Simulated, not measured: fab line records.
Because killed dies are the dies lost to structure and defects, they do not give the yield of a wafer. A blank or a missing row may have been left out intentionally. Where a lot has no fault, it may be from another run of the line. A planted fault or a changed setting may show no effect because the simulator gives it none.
fab line records | flow sky130
record lots=13 wafers=39 last-day=50
route steps=708 shown SD_N@348 LI_CONTACT@384 LOCAL_INTERCONNECT@388
lots that met no fault: from a run of the same line without faults
start-h: hours from the record's opening day to when the first of the lot's shown wafers began | wait-h: how many hours have passed since the lot's step before this one | " repeats the value in the row above | L1.1+2: a row that stands for several wafers | - either no value or no given start | * or withheld: withheld | < > ~ a bound
route shown NAME@n: names a module that has steps shown in the file, with the first one's number in the route | usual: the fault-free wafers' mean and standard deviation | same: alike in all rows | chamber/n: place in a boat | sites: per-site readings | _std_site: standard deviation across them | _edge_site: outer sites' mean less inner sites' | radius-mm: how far each site lies from the wafer's centre | mask NAME#n: copy n | behind: the tool/chamber that last shaped the wafer | hold: what put the lot on hold/how long, in hours/how the hold closed | device: whichever transistor did not switch (one of n, p or np) | end of line: the route-end tests of the same wafers | a step given without rows: its recipe and nothing more | killed: dies lost to structure and defects at the first sort, not the wafer's yield | map: a wafer's dies, marking killed ones x, the rest . and places with no die _
set.NAME: the setting the step ran with; set.NAME@STEP: the setting that earlier step ran with | model.NAME: the simulator's own value behind a step, which no gauge read
steps of the route over a sample of lots; a table a step, a row a wafer
services: a tool's chamber out of use, with start hour (start-h, from the record's first day; less than 0 if before it), hours out, and reason
## steps
# step SKY_SD_N_DEVELOP_06
# recipe resist=NOVOLAK developer=TMAH develop-time-s=60 dev-temp-c=23
# usual chill-plate-temp-C=22.99/0.11 developer-temp-C=22.99/0.11
# columns lot.wafer tool chamber start-h wait-h chill-plate-temp-C developer-temp-C
L633.1 litho-track-03 0 643.73 0.1 22.86 22.91
L633.4 " 0 " " 22.97 23.10
L633.6 " 0 " " 22.87 22.90
L636.2 litho-track-02 0 667.33 0.1 23.11 23.07
L636.4 " 0 " " 22.76 22.97
L636.6 " 0 " " 22.84 23.07
L641.1 litho-track-02 0 719.31 0.1 22.83 22.91
L641.2 " 0 " " 23.13 22.88
L641.5 " 0 " " 23.07 23.09
L643.1 litho-track-02 0 723.41 0.1 22.84 23.06
L643.2 " 0 " " 23.03 23.01
L643.5 " 0 " " 23.00 22.83
L646.1 litho-track-03 0 755.28 0.1 23.03 23.14
L646.4 " 0 " " 23.08 22.94
L646.6 " 0 " " 23.16 23.17
L647.1 litho-track-01 0 757.14 0.1 23.15 23.14
L647.2 " 0 " " 23.10 23.01
L647.3 " 0 " " 22.98 23.20
L649.2 litho-track-01 0 773.56 0.1 22.93 23.01
L649.3 " 0 " " 23.15 22.84
L649.5 " 0 " " 22.96 23.01
L650.1 litho-track-03 0 780.78 0.1 23.19 22.89
L650.3 " 0 " " 23.16 23.06
L650.5 " 0 " " 23.20 22.88
L651.4 litho-track-03 0 792.15 0.1 23.02 23.00
L651.5 " 0 " " 22.95 22.96
L651.6 " 0 " " 22.93 23.00
L653.1 litho-track-01 0 804.14 0.1 22.75 23.04
L653.2 " 0 " " 22.89 23.29
L653.6 " 0 " " 22.90 22.95
L654.2 litho-track-01 0 825.11 0.1 23.00 23.02
L654.4 " 0 " " 22.94 22.91
L654.5 " 0 " " 22.96 22.95
L655.1 litho-track-02 0 825.46 0.1 22.85 23.11
L655.2 " 0 " " 22.87 22.97
L655.5 " 0 " " 22.91 22.97
L656.3 litho-track-03 0 826.48 0.1 23.08 22.97
L656.5 " 0 " " 23.16 23.18
L656.6 " 0 " " 22.89 23.13
# step SKY_SD_N_CD_MEAS_07
# recipe target-cd-nm=380
# usual cd-nm=381.3/2.1
# columns lot.wafer tool chamber start-h wait-h cd-nm
L633.1 cd-sem-01 - 643.88 0.1 381.2
L633.4 " - " " 379.6
L633.6 " - " " 380.1
L636.2 cd-sem-02 - 667.48 0.1 378.5
L636.4 " - " " 378.7
L636.6 " - " " 379.5
L641.1 cd-sem-02 - 719.46 0.1 391.7
L641.2 " - " " 391.4
L641.5 " - " " 391.7
L643.1 cd-sem-02 - 723.56 0.1 393.9
L643.2 " - " " 394.1
L643.5 " - " " 395.2
L646.1 cd-sem-01 - 755.43 0.1 379.7
L646.4 " - " " 379.5
L646.6 " - " " 380.0
L647.1 cd-sem-01 - 757.29 0.1 380.4
L647.2 " - " " 383.1
L647.3 " - " " 382.6
L649.2 cd-sem-02 - 773.71 0.1 380.6
L649.3 " - " " 379.6
L649.5 " - " " 382.0
L650.1 cd-sem-02 - 780.93 0.1 382.3
L650.3 " - " " 384.4
L650.5 " - " " 381.6
L651.4 cd-sem-02 - 792.29 0.1 381.3
L651.5 " - " " 381.4
L651.6 " - " " 381.5
L653.1 cd-sem-01 - 804.29 0.1 383.2
L653.2 " - " " 380.8
L653.6 " - " " 381.3
L654.2 cd-sem-01 - 825.26 0.1 380.7
L654.4 " - " " 378.7
L654.5 " - " " 380.7
L655.1 cd-sem-01 - 825.61 0.1 378.7
L655.2 " - " " 381.8
L655.5 " - " " 381.4
L656.3 cd-sem-01 - 826.62 0.1 376.9
L656.5 " - " " 379.2
L656.6 " - " " 380.5
# step SKY_LI_CONTACT_RS_MEAS_22
# recipe thk-meas-gauge=four-point-probe reads=W_of_LI_CONTACT_CVD_21+TiN_of_LI_CONTACT_SPUTTER_20+Ti_of_LI_CONTACT_SPUTTER_19
# usual LI_CONTACT_W_RS=0.285/0.0053
# columns lot.wafer tool chamber start-h wait-h LI_CONTACT_W_RS[ohm/sq]
L633.1 film-metro-03 - 674.74 0.1 0.272
L633.4 " - " " 0.275
L633.6 " - " " 0.286
L636.2 film-metro-01 - 697.86 0.1 0.289
L636.4 " - " " 0.282
L636.6 " - " " 0.286
L641.1 film-metro-03 - 749.77 0.1 0.287
L641.2 " - " " 0.289
L641.5 " - " " 0.292
L643.1 film-metro-03 - 753.57 0.1 0.275
L643.2 " - " " 0.287
L643.5 " - " " 0.277
L646.1 film-metro-01 - 785.10 0.1 0.283
L646.4 " - " " 0.283
L646.6 " - " " 0.285
L647.1 film-metro-04 - 787.38 0.1 0.293
L647.2 " - " " 0.285
L647.3 " - " " 0.285
L649.2 film-metro-03 - 802.04 0.1 0.282
L649.3 " - " " 0.280
L649.5 " - " " 0.283
L650.1 film-metro-01 - 810.28 0.1 0.282
L650.3 " - " " 0.281
L650.5 " - " " 0.283
L651.4 film-metro-03 - 820.64 0.1 0.285
L651.5 " - " " 0.286
L651.6 " - " " 0.282
L653.1 film-metro-04 - 833.22 0.1 0.276
L653.2 " - " " 0.289
L653.6 " - " " 0.275
L654.2 film-metro-01 - 854.19 0.1 0.289
L654.4 " - " " 0.283
L654.5 " - " " 0.287
L655.1 film-metro-04 - 854.49 0.1 0.289
L655.2 " - " " 0.275
L655.5 " - " " 0.277
L656.3 film-metro-04 - 855.49 0.1 0.275
L656.5 " - " " 0.277
L656.6 " - " " 0.293
# step SKY_LOCAL_INTERCONNECT_RS_MEAS_01
# recipe thk-meas-gauge=four-point-probe reads=TiN_of_LOCAL_INTERCONNECT_SPUTTER_00
# usual LOCAL_INTERCONNECT_TIN_RS=14.12/0.17
# columns lot.wafer tool chamber start-h wait-h LOCAL_INTERCONNECT_TIN_RS[ohm/sq]
L633.1 film-metro-02 - 675.28 0.0 14.03
L633.4 " - " " 13.87
L633.6 " - " " 13.95
L636.2 film-metro-02 - 698.40 0.1 13.93
L636.4 " - " " 14.03
L636.6 " - " " 13.93
L641.1 film-metro-02 - 750.31 0.0 14.16
L641.2 " - " " 13.93
L641.5 " - " " 14.19
L643.1 film-metro-04 - 754.45 0.0 14.00
L643.2 " - " " 13.81
L643.5 " - " " 13.91
L646.1 film-metro-01 - 785.65 0.0 14.39
L646.4 " - " " 14.30
L646.6 " - " " 14.25
L647.1 film-metro-04 - 787.92 0.0 13.88
L647.2 " - " " 13.97
L647.3 " - " " 14.25
L649.2 film-metro-04 - 802.58 0.1 14.20
L649.3 " - " " 14.19
L649.5 " - " " 14.09
L650.1 film-metro-01 - 810.82 0.0 14.15
L650.3 " - " " 13.97
L650.5 " - " " 14.00
L651.4 film-metro-01 - 821.18 0.1 13.95
L651.5 " - " " 14.26
L651.6 " - " " 14.19
L653.1 film-metro-02 - 833.76 0.0 14.11
L653.2 " - " " 14.19
L653.6 " - " " 14.12
L654.2 film-metro-01 - 854.73 0.1 14.02
L654.4 " - " " 14.15
L654.5 " - " " 13.95
L655.1 film-metro-01 - 855.03 0.0 14.34
L655.2 " - " " 14.20
L655.5 " - " " 14.23
L656.3 film-metro-01 - 856.04 0.1 14.30
L656.5 " - " " 14.11
L656.6 " - " " 14.27
# step SKY_LOCAL_INTERCONNECT_THK_MEAS_02
# recipe thk-meas-gauge=xrf reads=TiN_of_LOCAL_INTERCONNECT_SPUTTER_00
# usual LOCAL_INTERCONNECT_TIN_THK=100.9/1.2
# columns lot.wafer tool chamber start-h wait-h LOCAL_INTERCONNECT_TIN_THK[nm]
L633.1 film-metro-02 - 675.40 0.1 100.5
L633.4 " - " " 102.1
L633.6 " - " " 100.8
L636.2 film-metro-02 - 698.51 0.1 102.2
L636.4 " - " " 101.1
L636.6 " - " " 101.9
L641.1 film-metro-02 - 750.43 0.1 99.3
L641.2 " - " " 100.9
L641.5 " - " " 98.9
L643.1 film-metro-04 - 754.57 0.1 101.3
L643.2 " - " " 103.1
L643.5 " - " " 101.5
L646.1 film-metro-01 - 785.77 0.1 99.9
L646.4 " - " " 100.7
L646.6 " - " " 100.7
L647.1 film-metro-04 - 788.04 0.1 102.9
L647.2 " - " " 102.6
L647.3 " - " " 100.4
L649.2 film-metro-04 - 802.69 0.1 100.1
L649.3 " - " " 100.0
L649.5 " - " " 100.7
L650.1 film-metro-01 - 810.94 0.1 101.4
L650.3 " - " " 102.2
L650.5 " - " " 102.2
L651.4 film-metro-01 - 821.27 0.1 102.9
L651.5 " - " " 100.8
L651.6 " - " " 101.4
L653.1 film-metro-02 - 833.88 0.1 100.4
L653.2 " - " " 99.7
L653.6 " - " " 100.6
L654.2 film-metro-01 - 854.84 0.1 102.3
L654.4 " - " " 101.8
L654.5 " - " " 102.6
L655.1 film-metro-01 - 855.15 0.1 100.5
L655.2 " - " " 100.8
L655.5 " - " " 100.5
L656.3 film-metro-01 - 856.14 0.1 101.0
L656.5 " - " " 101.9
L656.6 " - " " 100.8
## services
# columns tool chamber start-h hours kind
litho-track-02 - 657.44 - consumable-replace:filter
litho-track-03 - 736.50 - consumable-replace:filter
litho-track-02 - 826.07 - consumable-replace:filter
## key
first-sign step=SKY_SD_N_CD_MEAS_07 reading=cd-nm direction=up sigmas=5.5 usual=381.3 struck=393.0
effect none on later readings
met-at SKY_SD_N_DEVELOP_06
struck-lots L641,L643
tester-left-out L641,L643
not-acting-at SKY_LI_CONTACT_RS_MEAS_22,SKY_LOCAL_INTERCONNECT_RS_MEAS_01,SKY_LOCAL_INTERCONNECT_THK_MEAS_02
onset-between 667.33 719.31
fault kind=process-parameter-drift tool=litho-track-02 chamber=- onset-h=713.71 steps=SKY_SD_N_DEVELOP_06 channel=develop-time-s offset=* shape=step end-h=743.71 acts-in=* stated=*
# tester-left-out: of these lots the tester's yield and bins aren't shown, on N5 and GAA mostly nor the transistor test; their killed dies are dies lost to structure and defects alone, not to doping, threshold or leakage, so they don't give the yield
